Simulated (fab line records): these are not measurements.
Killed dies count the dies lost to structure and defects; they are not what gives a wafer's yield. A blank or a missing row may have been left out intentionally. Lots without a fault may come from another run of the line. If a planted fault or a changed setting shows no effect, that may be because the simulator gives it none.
fab line records + flow gf180mcu
record
- lots=7
- wafers=21
- last_day=34
route steps=602 shown V5@541
lots that met no fault: taken from a fault-free run of the same line
start_h: hours from the record's first day to the start of the lot's first wafer shown + wait_h: hours since the lot's step before + " the same as in the row above + L1.1+2: a row that stands for several wafers + - no value present, or no start provided + * or withheld: withheld + < > ~ a bound
route shown NAME@n: NAME is a module with steps in the file, n the number in the route of the first one + usual: mean/standard deviation taken from wafers without a fault + same: alike in all rows + chamber/n: place in a boat + sites: per-site readings + _std_site: standard deviation across them + _edge_site: inner sites' mean taken away from outer sites' mean + radius_mm: for every site, how far away it sits from the centre of the wafer + mask NAME#n: copy n + behind: the last tool/chamber to shape the wafer + hold: the reason the lot was held/the length of the hold in hours/how it ended + device: the n, p or np transistor that did not switch + end of line: at the end of the route, the tests of the same wafers + step lacking rows: just its recipe + killed: at the first sort, the dies lost to defects and structure; wafer yield is something else + map: a wafer's dies, marking killed ones x, the rest . and places with no die _
set.NAME: the setting as run; set.NAME@STEP: as run at that earlier step + model.NAME: the simulator's own value behind a step, which no gauge read
a table for each step, a row for each wafer; lots at some steps of the route
services: a tool's chamber out of use, with start hour (start_h, from the record's first day; less than 0 if before it), hours out, and reason
## steps
# step GF_V5_THK_MEAS_01
# recipe
- reads=SiO2_of_V5_CVD_00
# usual
- V5_CVD_00_THK=299/3.4
| lot.wafer | tool          | chamber | start_h | wait_h | V5_CVD_00_THK[nm] |
|-----------|---------------|---------|---------|--------|-------------------|
| L960.1    | film_metro-03 | -       | 672.30  | 0.0    | 296               |
| L960.3    | "             | -       | "       | "      | 296               |
| L960.5    | "             | -       | "       | "      | 299               |
| L966.1    | film_metro-04 | -       | 705.16  | 0.0    | 301               |
| L966.2    | "             | -       | "       | "      | 301               |
| L966.4    | "             | -       | "       | "      | 303               |
| L967.3    | film_metro-03 | -       | 715.30  | 0.0    | 293               |
| L967.4    | "             | -       | "       | "      | 297               |
| L967.5    | "             | -       | "       | "      | 294               |
| L968.1    | film_metro-02 | -       | 718.49  | 0.0    | 303               |
| L968.2    | "             | -       | "       | "      | 297               |
| L968.4    | "             | -       | "       | "      | 304               |
| L973.1    | film_metro-04 | -       | 752.09  | 0.0    | 300               |
| L973.5    | "             | -       | "       | "      | 296               |
| L973.6    | "             | -       | "       | "      | 297               |
| L975.1    | film_metro-03 | -       | 761.88  | 0.0    | 297               |
| L975.4    | "             | -       | "       | "      | 294               |
| L975.6    | "             | -       | "       | "      | 294               |
| L976.2    | film_metro-04 | -       | 766.95  | 0.0    | 295               |
| L976.4    | "             | -       | "       | "      | 298               |
| L976.5    | "             | -       | "       | "      | 300               |
# step GF_V5_CVD_02
# recipe
- material=SiO2
- target_thk_nm=1450
- precursor=TEOS
- temp_c=400
- time_s=163.28
- rf_w=600
# usual
- heater_power_w=662/92
| lot.wafer | tool     | chamber | start_h | wait_h | heater_power_w |
|-----------|----------|---------|---------|--------|----------------|
| L960.1    | pecvd-01 | 1       | 672.36  | 0.1    | 694            |
| L960.3    | "        | 0       | "       | "      | 508            |
| L960.5    | "        | 0       | "       | "      | 576            |
| L966.1    | pecvd-02 | 1       | 705.22  | 0.1    | 538            |
| L966.2    | "        | 0       | "       | "      | 826            |
| L966.4    | "        | 0       | "       | "      | 697            |
| L967.3    | pecvd-02 | 0       | 715.34  | 0.0    | 804            |
| L967.4    | "        | 2       | "       | "      | 648            |
| L967.5    | "        | 0       | "       | "      | 675            |
| L968.1    | pecvd-02 | 0       | 718.55  | 0.1    | 735            |
| L968.2    | "        | 1       | "       | "      | 618            |
| L968.4    | "        | 0       | "       | "      | 819            |
| L973.1    | pecvd-02 | 1       | 752.15  | 0.1    | 584            |
| L973.5    | "        | 0       | "       | "      | 841            |
| L973.6    | "        | 1       | "       | "      | 649            |
| L975.1    | pecvd-04 | 2       | 761.94  | 0.1    | 642            |
| L975.4    | "        | 2       | "       | "      | 735            |
| L975.6    | "        | 0       | "       | "      | 672            |
| L976.2    | pecvd-04 | 0       | 767.00  | 0.0    | 714            |
| L976.4    | "        | 0       | "       | "      | 799            |
| L976.5    | "        | 2       | "       | "      | 711            |
# step GF_V5_THK_MEAS_03
# recipe
- reads=SiO2_of_V5_CVD_02
# usual
- V5_CVD_02_THK=1448/19
| lot.wafer | tool          | chamber | start_h | wait_h | V5_CVD_02_THK[nm] |
|-----------|---------------|---------|---------|--------|-------------------|
| L960.1    | film_metro-02 | -       | 672.46  | 0.1    | 1423              |
| L960.3    | "             | -       | "       | "      | 1425              |
| L960.5    | "             | -       | "       | "      | 1444              |
| L966.1    | film_metro-04 | -       | 705.33  | 0.1    | 1417              |
| L966.2    | "             | -       | "       | "      | 1416              |
| L966.4    | "             | -       | "       | "      | 1431              |
| L967.3    | film_metro-02 | -       | 715.47  | 0.1    | 1432              |
| L967.4    | "             | -       | "       | "      | 1457              |
| L967.5    | "             | -       | "       | "      | 1454              |
| L968.1    | film_metro-04 | -       | 718.66  | 0.1    | 1410              |
| L968.2    | "             | -       | "       | "      | 1451              |
| L968.4    | "             | -       | "       | "      | 1447              |
| L973.1    | film_metro-02 | -       | 752.25  | 0.1    | 1455              |
| L973.5    | "             | -       | "       | "      | 1438              |
| L973.6    | "             | -       | "       | "      | 1483              |
| L975.1    | film_metro-02 | -       | 762.05  | 0.1    | 1468              |
| L975.4    | "             | -       | "       | "      | 1477              |
| L975.6    | "             | -       | "       | "      | 1449              |
| L976.2    | film_metro-02 | -       | 767.24  | 0.2    | 1438              |
| L976.4    | "             | -       | "       | "      | 1430              |
| L976.5    | "             | -       | "       | "      | 1489              |
# step GF_V5_CMP_04
# recipe
- material=SiO2
- down_force_psi=4
- platen_rpm=60
- pad_velocity_m_s=0.94248
# usual
- motor_current_A=12.2/1.1
- platen_rpm=60.00/0.041
| lot.wafer | tool   | chamber | start_h | wait_h | motor_current_A | platen_rpm |
|-----------|--------|---------|---------|--------|-----------------|------------|
| L960.1    | cmp-02 | 0       | 672.52  | 0.1    | 10.7            | 59.99      |
| L960.3    | "      | 1       | "       | "      | 12.8            | 59.98      |
| L960.5    | "      | 1       | "       | "      | 12.3            | 59.98      |
| L966.2    | cmp-02 | 1       | 705.39  | 0.0    | 12.3            | 60.00      |
| L966.4    | "      | 3       | "       | "      | 13.5            | 59.98      |
| L966.1    | "      | 0       | "       | "      | 10.9            | 60.05      |
| L967.3    | cmp-01 | 2       | 715.62  | 0.1    | 14.6            | 60.00      |
| L967.4    | "      | 3       | "       | "      | 10.0            | 60.05      |
| L967.5    | "      | 0       | "       | "      | 11.7            | 60.02      |
| L968.2    | cmp-01 | 2       | 718.83  | 0.1    | 14.4            | 59.99      |
| L968.4    | "      | 3       | "       | "      | 10.2            | 60.04      |
| L968.1    | "      | 0       | "       | "      | 12.2            | 60.01      |
| L973.1    | cmp-01 | 1       | 752.38  | 0.1    | 12.7            | 59.95      |
| L973.5    | "      | 0       | "       | "      | 11.7            | 60.01      |
| L973.6    | "      | 1       | "       | "      | 12.5            | 59.88      |
| L975.4    | cmp-02 | 0       | 762.21  | 0.1    | 10.9            | 59.97      |
| L975.1    | "      | 1       | "       | "      | 12.3            | 59.97      |
| L975.6    | "      | 3       | "       | "      | 13.4            | 60.00      |
| L976.2    | cmp-01 | 0       | 767.29  | 0.0    | 11.7            | 60.00      |
| L976.4    | "      | 1       | "       | "      | 12.0            | 59.96      |
| L976.5    | "      | 0       | "       | "      | 12.1            | 59.99      |
# step GF_V5_BOW_MEAS_05
# recipe
- mode=bow
# usual
- V5_BOW=138/10
| lot.wafer | tool          | chamber | start_h | wait_h | V5_BOW[um] |
|-----------|---------------|---------|---------|--------|------------|
| L960.1    | film_metro-03 | -       | 672.82  | 0.2    | 143        |
| L960.3    | "             | -       | "       | "      | 141        |
| L960.5    | "             | -       | "       | "      | 147        |
| L966.1    | film_metro-03 | -       | 705.69  | 0.1    | 135        |
| L966.2    | "             | -       | "       | "      | 144        |
| L966.4    | "             | -       | "       | "      | 142        |
| L967.3    | film_metro-02 | -       | 715.88  | 0.2    | 146        |
| L967.4    | "             | -       | "       | "      | 152        |
| L967.5    | "             | -       | "       | "      | 141        |
| L968.1    | film_metro-04 | -       | 719.10  | 0.1    | 138        |
| L968.2    | "             | -       | "       | "      | 141        |
| L968.4    | "             | -       | "       | "      | 147        |
| L973.1    | film_metro-03 | -       | 752.63  | 0.2    | 138        |
| L973.5    | "             | -       | "       | "      | 130        |
| L973.6    | "             | -       | "       | "      | 128        |
| L975.1    | film_metro-04 | -       | 762.41  | 0.1    | 152        |
| L975.4    | "             | -       | "       | "      | 137        |
| L975.6    | "             | -       | "       | "      | 134        |
| L976.2    | film_metro-02 | -       | 767.61  | 0.3    | 145        |
| L976.4    | "             | -       | "       | "      | 146        |
| L976.5    | "             | -       | "       | "      | 140        |
# step GF_V5_DEHYDRATE_06
# recipe
- temp_c=200
- time_s=60
# step GF_V5_HMDS_07
# recipe
- prime_time_s=60
- prime_temp_c=120
# step GF_V5_COAT_08
# recipe
- resist=BARC
- temp_c=withheld
- time_s=withheld
- spin_rpm=withheld
- resist_thk_nm=withheld
# step GF_V5_COAT_09
# recipe
- resist=KrF
- spin_rpm=withheld
- resist_thk_nm=1000
# step GF_V5_SOFTBAKE_10
# recipe
- temp_c=130
- time_s=60
- resist=KrF
# step GF_V5_EXPOSE_11
# recipe
- mask_id=Via5
- target_cd_nm=260
- na=0.68
- source_shape=conventional
- sigma_outer=0.6
- dose_mj=38
# step GF_V5_PEB_12
# recipe
- peb_temp_c=134.3
- peb_time_s=90
- resist=KrF
# step GF_V5_DEVELOP_13
# recipe
- develop_time_s=60
- resist=KrF
- dev_temp_c=21
# usual
- chill_plate_temp_C=22.99/0.11
- develop_time_s=60/0
| lot.wafer | tool           | chamber | start_h | wait_h | chill_plate_temp_C | develop_time_s | model.KrF_of_V5_COAT_09.thk_nm |
|-----------|----------------|---------|---------|--------|--------------------|----------------|--------------------------------|
| L960.1    | litho_track-04 | 0       | 691.28  | 0.2    | 22.98              | 60             | 988.9                          |
| L960.3    | "              | 0       | "       | "      | 22.80              | 60             | 985.9                          |
| L960.5    | "              | 0       | "       | "      | 23.13              | 60             | 988.3                          |
| L966.1    | litho_track-02 | -       | 723.94  | 0.2    | -                  | -              | 999.5                          |
| L966.2    | "              | -       | "       | "      | -                  | -              | 1000                           |
| L966.4    | "              | -       | "       | "      | -                  | -              | 1001                           |
| L967.3    | litho_track-04 | -       | 733.43  | 0.1    | -                  | -              | 1000                           |
| L967.4    | "              | -       | "       | "      | -                  | -              | 1002                           |
| L967.5    | "              | -       | "       | "      | -                  | -              | 1004                           |
| L968.1    | litho_track-04 | -       | 736.73  | 0.2    | -                  | -              | 995.5                          |
| L968.2    | "              | -       | "       | "      | -                  | -              | 995.5                          |
| L968.4    | "              | -       | "       | "      | -                  | -              | 997.9                          |
| L973.1    | litho_track-01 | 0       | 768.80  | 0.2    | 22.94              | 60             | 984.3                          |
| L973.5    | "              | 0       | "       | "      | 23.00              | 60             | 985.6                          |
| L973.6    | "              | 0       | "       | "      | 22.91              | 60             | 985.5                          |
| L975.1    | litho_track-01 | 0       | 778.65  | 0.2    | 22.96              | 60             | 988.6                          |
| L975.4    | "              | 0       | "       | "      | 22.88              | 60             | 985.7                          |
| L975.6    | "              | 0       | "       | "      | 22.91              | 60             | 983.8                          |
| L976.2    | litho_track-01 | 0       | 783.02  | 0.2    | 23.07              | 60             | 985.7                          |
| L976.4    | "              | 0       | "       | "      | 22.90              | 60             | 988.5                          |
| L976.5    | "              | 0       | "       | "      | 23.10              | 60             | 988.7                          |
# step GF_V5_CD_MEAS_14
# recipe
- target_cd_nm=260
# usual
- cd_nm=259.8/1.4
| lot.wafer | tool      | chamber | start_h | wait_h | cd_nm |
|-----------|-----------|---------|---------|--------|-------|
| L960.1    | cd_sem-02 | -       | 691.43  | 0.1    | 262.0 |
| L960.3    | "         | -       | "       | "      | 262.6 |
| L960.5    | "         | -       | "       | "      | 261.0 |
| L966.1    | cd_sem-02 | -       | 724.09  | 0.1    | -     |
| L966.2    | "         | -       | "       | "      | -     |
| L966.4    | "         | -       | "       | "      | -     |
| L967.3    | cd_sem-01 | -       | 733.57  | 0.1    | -     |
| L967.4    | "         | -       | "       | "      | -     |
| L967.5    | "         | -       | "       | "      | -     |
| L968.1    | cd_sem-01 | -       | 736.88  | 0.1    | -     |
| L968.2    | "         | -       | "       | "      | -     |
| L968.4    | "         | -       | "       | "      | -     |
| L973.1    | cd_sem-01 | -       | 768.95  | 0.1    | 257.4 |
| L973.5    | "         | -       | "       | "      | 257.7 |
| L973.6    | "         | -       | "       | "      | 257.9 |
| L975.1    | cd_sem-01 | -       | 778.80  | 0.1    | 259.7 |
| L975.4    | "         | -       | "       | "      | 259.9 |
| L975.6    | "         | -       | "       | "      | 259.9 |
| L976.2    | cd_sem-01 | -       | 783.17  | 0.1    | 262.4 |
| L976.4    | "         | -       | "       | "      | 260.8 |
| L976.5    | "         | -       | "       | "      | 261.5 |
## services
| tool     | chamber | start_h | hours | kind                           |
|----------|---------|---------|-------|--------------------------------|
| cmp-01   | -       | 666.36  | 3.0   | pm                             |
| pecvd-04 | 2       | 666.98  | 3.6   | repair                         |
| pecvd-02 | 1       | 670.56  | 6.2   | repair                         |
| pecvd-02 | -       | 714.26  | 0.8   | repair                         |
| cmp-02   | -       | 724.31  | 0.8   | repair                         |
| cmp-02   | -       | 724.56  | 2.7   | repair                         |
| pecvd-04 | -       | 728.68  | 6.0   | pm                             |
| cmp-01   | -       | 744.04  | 0.4   | repair                         |
| cmp-02   | -       | 744.11  | 4.0   | pm                             |
| cmp-02   | -       | 748.11  | -     | consumable_replace:conditioner |
| cmp-02   | -       | 748.11  | -     | consumable_replace:pad         |
| cmp-01   | -       | 773.49  | 1.1   | repair                         |
## key
first_sign
- step=GF_V5_DEVELOP_13
- reading=tool_record
- direction=missing
effect none on later readings
model_effect
- step=GF_V5_DEVELOP_13
- value=KrF_of_V5_COAT_09.thk_nm
- without=984.6
- struck=999.5
met_at GF_V5_DEVELOP_13
struck_wafers L966.1,L966.2,L966.4,L967.3,L967.4,L967.5,L968.1,L968.2,L968.4
later_rows_left_out L966.1,L966.2,L966.4,L967.3,L967.4,L967.5,L968.1,L968.2,L968.4
sort_left_out L966.1,L966.2,L966.4,L967.3,L967.4,L967.5,L968.1,L968.2,L968.4
onset_between 691.28 723.94
fault
- kind=skipped_step_whole
- tool=litho_track-02,litho_track-04
- chamber=-
- onset_h=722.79
- steps=GF_V5_DEVELOP_13
- scope=struck_lots_only
# sort_left_out: the simulated sort isn't trusted on such a fault, so these wafers' sort isn't shown, and their yield isn't known
# later_rows_left_out: the simulator's readings of these wafers behind a module that went badly wrong aren't trusted and aren't shown, but for the sort
